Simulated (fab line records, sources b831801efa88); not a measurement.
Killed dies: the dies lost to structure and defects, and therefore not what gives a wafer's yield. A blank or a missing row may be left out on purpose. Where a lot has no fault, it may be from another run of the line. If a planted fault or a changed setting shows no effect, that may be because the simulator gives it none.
fab line records || flow gf180mcu || part 2 of 2: steps 37 to 47 of 47
record {"lots": 5, "wafers": 15, "last_day": 34}
route steps=602 shown MVPSD@89 VT_IMPLANT@90
lots that met no fault: from a run of the same line without faults
start_h: the number of hours between the record's first day and the start of the first shown wafer of the lot || wait_h: hours since the lot's step before || " repeats the value in the row above || L1.1+2: a row that stands for several wafers || - value missing, or start not given || * or withheld: withheld || < > ~ a bound
route shown NAME@n: NAME is a module with steps in the file, n the number in the route of the first one || usual: mean/standard deviation taken from wafers without a fault || same: alike in all rows || chamber/n: place in a boat || sites: readings site by site || _std_site: standard deviation of those values || _edge_site: outer sites' mean less inner sites' || radius_mm: how far each site lies from the wafer's centre || mask NAME#n: copy n || behind: the last tool/chamber to shape the wafer || hold: reason for holding the lot/hours on hold/outcome of the hold || device: the n, p or np transistor that did not switch || end of line: the route-end tests of the same wafers || where a step has no rows: the recipe by itself || killed: dies lost to structure and defects at the first sort, not the wafer's yield || map: the dies of a wafer, with x for killed, . for not killed, _ for no die there
set.NAME: setting as actually run; set.NAME@STEP: the setting as run at that earlier step || model.NAME: the simulator's own value behind a step, which no gauge read
certain route steps with their lots: each step a table, each wafer a row
services: from which hour (start_h, from the record's first day; less than 0 if before it) a tool's chamber was out of use, for how many hours, and why
## steps
# step GF_VT_IMPLANT_COAT_35
# recipe {"resist": "NOVOLAK", "spin_rpm": 3000, "resist_thk_nm": 1000}
{"lot.wafer": "L080.1+2+4", "tool": "litho_track-04", "chamber": 0, "start_h": 188.91, "wait_h": 0.1}
{"lot.wafer": "L083.2+4+5", "tool": "litho_track-01", "chamber": 0, "start_h": 209.13, "wait_h": 0.1}
{"lot.wafer": "L087.1+2+6", "tool": "litho_track-02", "chamber": 0, "start_h": 232.63, "wait_h": 0.1}
{"lot.wafer": "L091.1+3+4", "tool": "litho_track-01", "chamber": 0, "start_h": 263.01, "wait_h": 0.1}
{"lot.wafer": "L097.2+4+6", "tool": "litho_track-04", "chamber": 0, "start_h": 301.14, "wait_h": 0.1}
# step GF_VT_IMPLANT_SOFTBAKE_36
# recipe {"temp_c": 90, "time_s": 60, "resist": "NOVOLAK"}
{"lot.wafer": "L080.1+2+4", "tool": "litho_track-04", "chamber": 0, "start_h": 189.06, "wait_h": 0.1}
{"lot.wafer": "L083.2+4+5", "tool": "litho_track-01", "chamber": 0, "start_h": 209.28, "wait_h": 0.1}
{"lot.wafer": "L087.1+2+6", "tool": "litho_track-02", "chamber": 0, "start_h": 232.78, "wait_h": 0.1}
{"lot.wafer": "L091.1+3+4", "tool": "litho_track-01", "chamber": 0, "start_h": 263.16, "wait_h": 0.1}
{"lot.wafer": "L097.2+4+6", "tool": "litho_track-04", "chamber": 0, "start_h": 301.29, "wait_h": 0.1}
# step GF_VT_IMPLANT_EXPOSE_37
# recipe {"mask_id": "Nwell_HV_AREA", "target_cd_nm": 860, "na": 0.6, "source_shape": "conventional", "sigma_outer": 0.6, "dose_mj": 140}
{"lot.wafer": "L080.1+2+4", "tool": "iline_stepper-02", "chamber": 0, "start_h": "-", "wait_h": "-", "mask": "Nwell_HV_AREA#0"}
{"lot.wafer": "L083.2+4+5", "tool": "iline_stepper-01", "chamber": 0, "start_h": "-", "wait_h": "-", "mask": "Nwell_HV_AREA#0"}
{"lot.wafer": "L087.1+2+6", "tool": "iline_stepper-02", "chamber": 0, "start_h": "-", "wait_h": "-", "mask": "Nwell_HV_AREA#0"}
{"lot.wafer": "L091.1+3+4", "tool": "iline_stepper-01", "chamber": 0, "start_h": "-", "wait_h": "-", "mask": "Nwell_HV_AREA#0"}
{"lot.wafer": "L097.2+4+6", "tool": "iline_stepper-01", "chamber": 0, "start_h": "-", "wait_h": "-", "mask": "Nwell_HV_AREA#0"}
# step GF_VT_IMPLANT_PEB_38
# recipe {"temp_c": "withheld", "time_s": "*", "resist": "NOVOLAK"}
{"lot.wafer": "L080.1+2+4", "tool": "litho_track-02", "chamber": 0, "start_h": "-", "wait_h": "-"}
{"lot.wafer": "L083.2+4+5", "tool": "litho_track-01", "chamber": 0, "start_h": "-", "wait_h": "-"}
{"lot.wafer": "L087.1+2+6", "tool": "litho_track-02", "chamber": 0, "start_h": "-", "wait_h": "-"}
{"lot.wafer": "L091.1+3+4", "tool": "litho_track-04", "chamber": 0, "start_h": "-", "wait_h": "-"}
{"lot.wafer": "L097.2+4+6", "tool": "litho_track-02", "chamber": 0, "start_h": "-", "wait_h": "-"}
# step GF_VT_IMPLANT_DEVELOP_39
# recipe {"develop_time_s": 60, "dev_temp_c": 23}
# same {"develop_time_s": 60}
{"lot.wafer": "L080.1+2+4", "tool": "litho_track-02", "chamber": 0, "start_h": 197.58, "wait_h": 0.1}
{"lot.wafer": "L083.2+4+5", "tool": "litho_track-01", "chamber": 0, "start_h": 218.18, "wait_h": 0.1}
{"lot.wafer": "L087.1+2+6", "tool": "litho_track-02", "chamber": 0, "start_h": 241.98, "wait_h": 0.1}
{"lot.wafer": "L091.1+3+4", "tool": "litho_track-04", "chamber": 0, "start_h": 271.91, "wait_h": 0.1}
{"lot.wafer": "L097.2+4+6", "tool": "litho_track-02", "chamber": 0, "start_h": 310.70, "wait_h": 0.1}
# step GF_VT_IMPLANT_OVL_MEAS_40
# usual {"VT_IMPLANT_03_OVL": "0.5/1.4"}
{"lot.wafer": "L080.1", "tool": "overlay-01", "chamber": "-", "start_h": 197.73, "wait_h": 0.1, "VT_IMPLANT_03_OVL[nm]": -1.5}
{"lot.wafer": "L080.2", "tool": "overlay-01", "chamber": "-", "start_h": 197.73, "wait_h": 0.1, "VT_IMPLANT_03_OVL[nm]": -1.9}
{"lot.wafer": "L080.4", "tool": "overlay-01", "chamber": "-", "start_h": 197.73, "wait_h": 0.1, "VT_IMPLANT_03_OVL[nm]": -2.5}
{"lot.wafer": "L083.2", "tool": "overlay-02", "chamber": "-", "start_h": 218.31, "wait_h": 0.1, "VT_IMPLANT_03_OVL[nm]": 1.6}
{"lot.wafer": "L083.4", "tool": "overlay-02", "chamber": "-", "start_h": 218.31, "wait_h": 0.1, "VT_IMPLANT_03_OVL[nm]": 1.8}
{"lot.wafer": "L083.5", "tool": "overlay-02", "chamber": "-", "start_h": 218.31, "wait_h": 0.1, "VT_IMPLANT_03_OVL[nm]": 2.6}
{"lot.wafer": "L087.1", "tool": "overlay-02", "chamber": "-", "start_h": 242.13, "wait_h": 0.1, "VT_IMPLANT_03_OVL[nm]": 1.5}
{"lot.wafer": "L087.2", "tool": "overlay-02", "chamber": "-", "start_h": 242.13, "wait_h": 0.1, "VT_IMPLANT_03_OVL[nm]": 0.7}
{"lot.wafer": "L087.6", "tool": "overlay-02", "chamber": "-", "start_h": 242.13, "wait_h": 0.1, "VT_IMPLANT_03_OVL[nm]": 1.5}
{"lot.wafer": "L091.1", "tool": "overlay-02", "chamber": "-", "start_h": 272.06, "wait_h": 0.1, "VT_IMPLANT_03_OVL[nm]": 0.3}
{"lot.wafer": "L091.3", "tool": "overlay-02", "chamber": "-", "start_h": 272.06, "wait_h": 0.1, "VT_IMPLANT_03_OVL[nm]": 0.4}
{"lot.wafer": "L091.4", "tool": "overlay-02", "chamber": "-", "start_h": 272.06, "wait_h": 0.1, "VT_IMPLANT_03_OVL[nm]": 0.6}
{"lot.wafer": "L097.2", "tool": "overlay-01", "chamber": "-", "start_h": 310.83, "wait_h": 0.1, "VT_IMPLANT_03_OVL[nm]": 2.0}
{"lot.wafer": "L097.4", "tool": "overlay-01", "chamber": "-", "start_h": 310.83, "wait_h": 0.1, "VT_IMPLANT_03_OVL[nm]": 1.1}
{"lot.wafer": "L097.6", "tool": "overlay-01", "chamber": "-", "start_h": 310.83, "wait_h": 0.1, "VT_IMPLANT_03_OVL[nm]": 0.8}
# step GF_VT_IMPLANT_IMPLANT_41
# recipe {"species": "As", "energy_kev": 70, "dose_cm2": 1.013e+12, "tilt_deg": 7}
{"lot.wafer": "L080.1+2+4", "tool": "implanter-02", "chamber": 0, "start_h": 197.77, "wait_h": 0.0}
{"lot.wafer": "L083.2+4+5", "tool": "implanter-02", "chamber": 0, "start_h": 218.37, "wait_h": 0.0}
{"lot.wafer": "L087.1+2+6", "tool": "implanter-04", "chamber": 0, "start_h": 242.17, "wait_h": 0.0}
{"lot.wafer": "L091.1+3+4", "tool": "implanter-02", "chamber": 0, "start_h": 272.10, "wait_h": 0.0}
{"lot.wafer": "L097.2+4+6", "tool": "implanter-02", "chamber": 0, "start_h": 310.89, "wait_h": 0.0}
# step GF_VT_IMPLANT_STRIP_42
# recipe {"chemistry": "O2/N2", "power_w": 1400, "pressure_mtorr": 1500, "platen_temp_c": 250, "o2_flow_sccm": 3000, "n2_flow_sccm": 300, "overash_fraction": 0.5}
# usual {"drypump_motor_current_A": "5.40/0.3", "heater_power_w": "313/24", "oes_product_au": "0.716/0.0046", "platen_temp_c": "249.98/0.16", "strip_time_to_endpoint_s": "12.63/0.037"}
{"lot.wafer": "L080.1", "tool": "plasma_asher-02", "chamber": 0, "start_h": 197.92, "wait_h": 0.1, "drypump_motor_current_A": 5.47, "heater_power_w": 289, "oes_product_au": 0.712, "platen_temp_c": 250.07, "rf_hours_counter_h": 9, "strip_time_to_endpoint_s": 12.57}
{"lot.wafer": "L080.2", "tool": "plasma_asher-02", "chamber": 1, "start_h": 197.92, "wait_h": 0.1, "drypump_motor_current_A": 4.94, "heater_power_w": 354, "oes_product_au": 0.707, "platen_temp_c": 250.03, "rf_hours_counter_h": 9, "strip_time_to_endpoint_s": 12.61}
{"lot.wafer": "L080.4", "tool": "plasma_asher-02", "chamber": 0, "start_h": 197.92, "wait_h": 0.1, "drypump_motor_current_A": 5.46, "heater_power_w": 283, "oes_product_au": 0.716, "platen_temp_c": 250.10, "rf_hours_counter_h": "-", "strip_time_to_endpoint_s": 12.61}
{"lot.wafer": "L083.2", "tool": "plasma_asher-01", "chamber": 0, "start_h": 218.49, "wait_h": 0.1, "drypump_motor_current_A": 5.24, "heater_power_w": 318, "oes_product_au": 0.717, "platen_temp_c": 250.03, "rf_hours_counter_h": 57, "strip_time_to_endpoint_s": 12.61}
{"lot.wafer": "L083.4", "tool": "plasma_asher-01", "chamber": 0, "start_h": 218.49, "wait_h": 0.1, "drypump_motor_current_A": 5.22, "heater_power_w": 322, "oes_product_au": 0.715, "platen_temp_c": 250.20, "rf_hours_counter_h": "-", "strip_time_to_endpoint_s": 12.66}
{"lot.wafer": "L083.5", "tool": "plasma_asher-01", "chamber": 1, "start_h": 218.49, "wait_h": 0.1, "drypump_motor_current_A": 6.05, "heater_power_w": 314, "oes_product_au": 0.720, "platen_temp_c": 250.07, "rf_hours_counter_h": "-", "strip_time_to_endpoint_s": 12.64}
{"lot.wafer": "L087.1", "tool": "plasma_asher-04", "chamber": 0, "start_h": 242.32, "wait_h": 0.1, "drypump_motor_current_A": 5.49, "heater_power_w": 314, "oes_product_au": 0.712, "platen_temp_c": 250.04, "rf_hours_counter_h": 48, "strip_time_to_endpoint_s": 12.63}
{"lot.wafer": "L087.2", "tool": "plasma_asher-04", "chamber": 1, "start_h": 242.32, "wait_h": 0.1, "drypump_motor_current_A": 5.38, "heater_power_w": 299, "oes_product_au": 0.717, "platen_temp_c": 250.01, "rf_hours_counter_h": 48, "strip_time_to_endpoint_s": 12.57}
{"lot.wafer": "L087.6", "tool": "plasma_asher-04", "chamber": 0, "start_h": 242.32, "wait_h": 0.1, "drypump_motor_current_A": 5.51, "heater_power_w": 328, "oes_product_au": 0.712, "platen_temp_c": 250.10, "rf_hours_counter_h": "-", "strip_time_to_endpoint_s": 12.61}
{"lot.wafer": "L091.1", "tool": "plasma_asher-02", "chamber": 1, "start_h": 272.25, "wait_h": 0.1, "drypump_motor_current_A": 4.91, "heater_power_w": 358, "oes_product_au": 0.715, "platen_temp_c": 250.00, "rf_hours_counter_h": 16, "strip_time_to_endpoint_s": 12.69}
{"lot.wafer": "L091.3", "tool": "plasma_asher-02", "chamber": 0, "start_h": 272.25, "wait_h": 0.1, "drypump_motor_current_A": 5.48, "heater_power_w": 290, "oes_product_au": 0.720, "platen_temp_c": 249.70, "rf_hours_counter_h": "-", "strip_time_to_endpoint_s": 12.67}
{"lot.wafer": "L091.4", "tool": "plasma_asher-02", "chamber": 1, "start_h": 272.25, "wait_h": 0.1, "drypump_motor_current_A": 4.92, "heater_power_w": 353, "oes_product_au": 0.716, "platen_temp_c": 250.20, "rf_hours_counter_h": "-", "strip_time_to_endpoint_s": 12.64}
{"lot.wafer": "L097.2", "tool": "plasma_asher-02", "chamber": 0, "start_h": 311.01, "wait_h": 0.1, "drypump_motor_current_A": 5.47, "heater_power_w": 287, "oes_product_au": 0.725, "platen_temp_c": 249.70, "rf_hours_counter_h": 21, "strip_time_to_endpoint_s": 12.65}
{"lot.wafer": "L097.4", "tool": "plasma_asher-02", "chamber": 0, "start_h": 311.01, "wait_h": 0.1, "drypump_motor_current_A": 5.47, "heater_power_w": 290, "oes_product_au": 0.720, "platen_temp_c": 249.73, "rf_hours_counter_h": "-", "strip_time_to_endpoint_s": 12.61}
{"lot.wafer": "L097.6", "tool": "plasma_asher-02", "chamber": 0, "start_h": 311.01, "wait_h": 0.1, "drypump_motor_current_A": 5.48, "heater_power_w": 285, "oes_product_au": 0.719, "platen_temp_c": 249.87, "rf_hours_counter_h": "-", "strip_time_to_endpoint_s": 12.61}
# step GF_VT_IMPLANT_TW_MEAS_43
# usual {"VT_IMPLANT_4_TW": "696/3.9"}
{"lot.wafer": "L080.1", "tool": "film_metro-02", "chamber": "-", "start_h": 198.02, "wait_h": 0.1, "VT_IMPLANT_4_TW": 693}
{"lot.wafer": "L080.2", "tool": "film_metro-02", "chamber": "-", "start_h": 198.02, "wait_h": 0.1, "VT_IMPLANT_4_TW": 693}
{"lot.wafer": "L080.4", "tool": "film_metro-02", "chamber": "-", "start_h": 198.02, "wait_h": 0.1, "VT_IMPLANT_4_TW": 700}
{"lot.wafer": "L083.2", "tool": "film_metro-02", "chamber": "-", "start_h": 218.60, "wait_h": 0.1, "VT_IMPLANT_4_TW": 691}
{"lot.wafer": "L083.4", "tool": "film_metro-02", "chamber": "-", "start_h": 218.60, "wait_h": 0.1, "VT_IMPLANT_4_TW": 689}
{"lot.wafer": "L083.5", "tool": "film_metro-02", "chamber": "-", "start_h": 218.60, "wait_h": 0.1, "VT_IMPLANT_4_TW": 691}
{"lot.wafer": "L087.1", "tool": "film_metro-04", "chamber": "-", "start_h": 242.42, "wait_h": 0.1, "VT_IMPLANT_4_TW": 702}
{"lot.wafer": "L087.2", "tool": "film_metro-04", "chamber": "-", "start_h": 242.42, "wait_h": 0.1, "VT_IMPLANT_4_TW": 702}
{"lot.wafer": "L087.6", "tool": "film_metro-04", "chamber": "-", "start_h": 242.42, "wait_h": 0.1, "VT_IMPLANT_4_TW": 701}
{"lot.wafer": "L091.1", "tool": "film_metro-04", "chamber": "-", "start_h": 272.35, "wait_h": 0.1, "VT_IMPLANT_4_TW": 697}
{"lot.wafer": "L091.3", "tool": "film_metro-04", "chamber": "-", "start_h": 272.35, "wait_h": 0.1, "VT_IMPLANT_4_TW": 699}
{"lot.wafer": "L091.4", "tool": "film_metro-04", "chamber": "-", "start_h": 272.35, "wait_h": 0.1, "VT_IMPLANT_4_TW": 698}
{"lot.wafer": "L097.2", "tool": "film_metro-02", "chamber": "-", "start_h": 311.12, "wait_h": 0.1, "VT_IMPLANT_4_TW": 694}
{"lot.wafer": "L097.4", "tool": "film_metro-02", "chamber": "-", "start_h": 311.12, "wait_h": 0.1, "VT_IMPLANT_4_TW": 690}
{"lot.wafer": "L097.6", "tool": "film_metro-02", "chamber": "-", "start_h": 311.12, "wait_h": 0.1, "VT_IMPLANT_4_TW": 697}
# step GF_VT_IMPLANT_CLEAN_44
# recipe {"chemistry": "SC1/SC2", "mix": "1:4:20", "temp_c": 70, "time_s": 150, "dry": "n2_spin"}
# usual {"bath_heat_duty_pct": "12.9/1.9"}
{"lot.wafer": "L080.1", "tool": "wet_bench-02", "chamber": 3, "start_h": 198.08, "wait_h": 0.1, "bath_heat_duty_pct": 13.0}
{"lot.wafer": "L080.2", "tool": "wet_bench-02", "chamber": 3, "start_h": 198.08, "wait_h": 0.1, "bath_heat_duty_pct": 13.4}
{"lot.wafer": "L080.4", "tool": "wet_bench-02", "chamber": 3, "start_h": 198.08, "wait_h": 0.1, "bath_heat_duty_pct": 12.4}
{"lot.wafer": "L083.2", "tool": "wet_bench-03", "chamber": 0, "start_h": 218.65, "wait_h": 0.0, "bath_heat_duty_pct": 14.0}
{"lot.wafer": "L083.4", "tool": "wet_bench-03", "chamber": 0, "start_h": 218.65, "wait_h": 0.0, "bath_heat_duty_pct": 13.5}
{"lot.wafer": "L083.5", "tool": "wet_bench-03", "chamber": 0, "start_h": 218.65, "wait_h": 0.0, "bath_heat_duty_pct": 13.4}
{"lot.wafer": "L087.1", "tool": "wet_bench-02", "chamber": 2, "start_h": 242.48, "wait_h": 0.1, "bath_heat_duty_pct": 16.2}
{"lot.wafer": "L087.2", "tool": "wet_bench-02", "chamber": 2, "start_h": 242.48, "wait_h": 0.1, "bath_heat_duty_pct": 15.2}
{"lot.wafer": "L087.6", "tool": "wet_bench-02", "chamber": 2, "start_h": 242.48, "wait_h": 0.1, "bath_heat_duty_pct": 15.8}
{"lot.wafer": "L091.1", "tool": "wet_bench-02", "chamber": 3, "start_h": 272.41, "wait_h": 0.1, "bath_heat_duty_pct": 12.8}
{"lot.wafer": "L091.3", "tool": "wet_bench-02", "chamber": 3, "start_h": 272.41, "wait_h": 0.1, "bath_heat_duty_pct": 12.7}
{"lot.wafer": "L091.4", "tool": "wet_bench-02", "chamber": 3, "start_h": 272.41, "wait_h": 0.1, "bath_heat_duty_pct": 13.4}
{"lot.wafer": "L097.2", "tool": "wet_bench-03", "chamber": 3, "start_h": 311.17, "wait_h": 0.0, "bath_heat_duty_pct": 12.1}
{"lot.wafer": "L097.4", "tool": "wet_bench-03", "chamber": 3, "start_h": 311.17, "wait_h": 0.0, "bath_heat_duty_pct": 12.5}
{"lot.wafer": "L097.6", "tool": "wet_bench-03", "chamber": 3, "start_h": 311.17, "wait_h": 0.0, "bath_heat_duty_pct": 11.7}
# step GF_VT_IMPLANT_RTA_45
# recipe {"temp_c": 1050, "time_s": 30, "ambient": "N2"}
# usual {"chamber_o2_ppm": "1.996/0.022", "lamp_power_pct": "35.7/1", "wafer_temp_C_max": "1055.7/1.3"}
{"lot.wafer": "L080.1", "tool": "rtp_anneal-02", "chamber": 0, "start_h": 198.13, "wait_h": 0.0, "chamber_o2_ppm": 2.010, "lamp_power_pct": 36.5, "wafer_temp_C_max": 1054.2}
{"lot.wafer": "L080.2", "tool": "rtp_anneal-02", "chamber": 0, "start_h": 198.13, "wait_h": 0.0, "chamber_o2_ppm": 2.008, "lamp_power_pct": 36.5, "wafer_temp_C_max": 1053.6}
{"lot.wafer": "L080.4", "tool": "rtp_anneal-02", "chamber": 0, "start_h": 198.13, "wait_h": 0.0, "chamber_o2_ppm": 2.019, "lamp_power_pct": 36.5, "wafer_temp_C_max": 1054.9}
{"lot.wafer": "L083.2", "tool": "rtp_anneal-02", "chamber": 0, "start_h": 218.72, "wait_h": 0.0, "chamber_o2_ppm": 2.023, "lamp_power_pct": 36.5, "wafer_temp_C_max": 1054.1}
{"lot.wafer": "L083.4", "tool": "rtp_anneal-02", "chamber": 0, "start_h": 218.72, "wait_h": 0.0, "chamber_o2_ppm": 2.009, "lamp_power_pct": 36.5, "wafer_temp_C_max": 1054.3}
{"lot.wafer": "L083.5", "tool": "rtp_anneal-02", "chamber": 0, "start_h": 218.72, "wait_h": 0.0, "chamber_o2_ppm": 2.008, "lamp_power_pct": 36.5, "wafer_temp_C_max": 1054.2}
{"lot.wafer": "L087.1", "tool": "rtp_anneal-02", "chamber": 0, "start_h": 242.53, "wait_h": 0.0, "chamber_o2_ppm": 1.977, "lamp_power_pct": 36.6, "wafer_temp_C_max": 1054.7}
{"lot.wafer": "L087.2", "tool": "rtp_anneal-02", "chamber": 0, "start_h": 242.53, "wait_h": 0.0, "chamber_o2_ppm": 1.969, "lamp_power_pct": 36.6, "wafer_temp_C_max": 1055.9}
{"lot.wafer": "L087.6", "tool": "rtp_anneal-02", "chamber": 0, "start_h": 242.53, "wait_h": 0.0, "chamber_o2_ppm": 1.968, "lamp_power_pct": 36.6, "wafer_temp_C_max": 1055.3}
{"lot.wafer": "L091.1", "tool": "rtp_anneal-02", "chamber": 0, "start_h": 272.46, "wait_h": 0.0, "chamber_o2_ppm": 1.989, "lamp_power_pct": 36.5, "wafer_temp_C_max": 1053.8}
{"lot.wafer": "L091.3", "tool": "rtp_anneal-02", "chamber": 0, "start_h": 272.46, "wait_h": 0.0, "chamber_o2_ppm": 1.989, "lamp_power_pct": 36.5, "wafer_temp_C_max": 1055.4}
{"lot.wafer": "L091.4", "tool": "rtp_anneal-02", "chamber": 0, "start_h": 272.46, "wait_h": 0.0, "chamber_o2_ppm": 2.011, "lamp_power_pct": 36.6, "wafer_temp_C_max": 1054.6}
{"lot.wafer": "L097.2", "tool": "rtp_anneal-01", "chamber": 0, "start_h": 311.24, "wait_h": 0.0, "chamber_o2_ppm": 1.998, "lamp_power_pct": 34.6, "wafer_temp_C_max": 1055.4}
{"lot.wafer": "L097.4", "tool": "rtp_anneal-01", "chamber": 0, "start_h": 311.24, "wait_h": 0.0, "chamber_o2_ppm": 1.990, "lamp_power_pct": 34.5, "wafer_temp_C_max": 1054.4}
{"lot.wafer": "L097.6", "tool": "rtp_anneal-01", "chamber": 0, "start_h": 311.24, "wait_h": 0.0, "chamber_o2_ppm": 1.975, "lamp_power_pct": 34.5, "wafer_temp_C_max": 1057.8}
## services
{"tool": "implanter-04", "chamber": "-", "start_h": 125.86, "hours": 22.6, "kind": "pm"}
{"tool": "iline_stepper-01", "chamber": "-", "start_h": 139.97, "hours": 8.9, "kind": "pm"}
{"tool": "implanter-02", "chamber": "-", "start_h": 149.00, "hours": 2.0, "kind": "repair"}
{"tool": "implanter-04", "chamber": "-", "start_h": 149.77, "hours": 6.3, "kind": "pm"}
{"tool": "iline_stepper-01", "chamber": "-", "start_h": 153.86, "hours": 0.6, "kind": "repair"}
{"tool": "iline_stepper-01", "chamber": "-", "start_h": 157.57, "hours": 0.6, "kind": "repair"}
{"tool": "implanter-01", "chamber": "-", "start_h": 164.60, "hours": 3.6, "kind": "pm"}
{"tool": "iline_stepper-01", "chamber": "-", "start_h": 170.34, "hours": 2.7, "kind": "repair"}
{"tool": "implanter-01", "chamber": "-", "start_h": 172.70, "hours": 3.8, "kind": "pm"}
{"tool": "plasma_asher-04", "chamber": "-", "start_h": 175.22, "hours": 4.3, "kind": "pm"}
{"tool": "plasma_asher-02", "chamber": "-", "start_h": 192.34, "hours": 2.3, "kind": "repair"}
{"tool": "iline_stepper-01", "chamber": "-", "start_h": 196.53, "hours": 1.7, "kind": "pm"}
{"tool": "plasma_asher-01", "chamber": "-", "start_h": 219.10, "hours": 9.4, "kind": "repair"}
{"tool": "implanter-02", "chamber": "-", "start_h": 228.83, "hours": 1.9, "kind": "repair"}
{"tool": "iline_stepper-02", "chamber": "-", "start_h": 235.85, "hours": 1.7, "kind": "pm"}
{"tool": "plasma_asher-02", "chamber": "-", "start_h": 245.63, "hours": 2.0, "kind": "repair"}
{"tool": "implanter-04", "chamber": "-", "start_h": 247.61, "hours": 2.8, "kind": "repair"}
{"tool": "implanter-02", "chamber": "-", "start_h": 250.10, "hours": 7.0, "kind": "pm"}
{"tool": "plasma_asher-02", "chamber": "-", "start_h": 257.42, "hours": 2.8, "kind": "pm"}
{"tool": "implanter-02", "chamber": "-", "start_h": 259.45, "hours": 1.9, "kind": "repair"}
{"tool": "plasma_asher-02", "chamber": "-", "start_h": 261.00, "hours": 2.2, "kind": "repair"}
{"tool": "iline_stepper-01", "chamber": "-", "start_h": 265.70, "hours": 3.6, "kind": "repair"}
{"tool": "iline_stepper-02", "chamber": "-", "start_h": 270.77, "hours": 3.6, "kind": "repair"}
{"tool": "litho_track-04", "chamber": "-", "start_h": 276.72, "hours": "-", "kind": "consumable_replace:filter"}
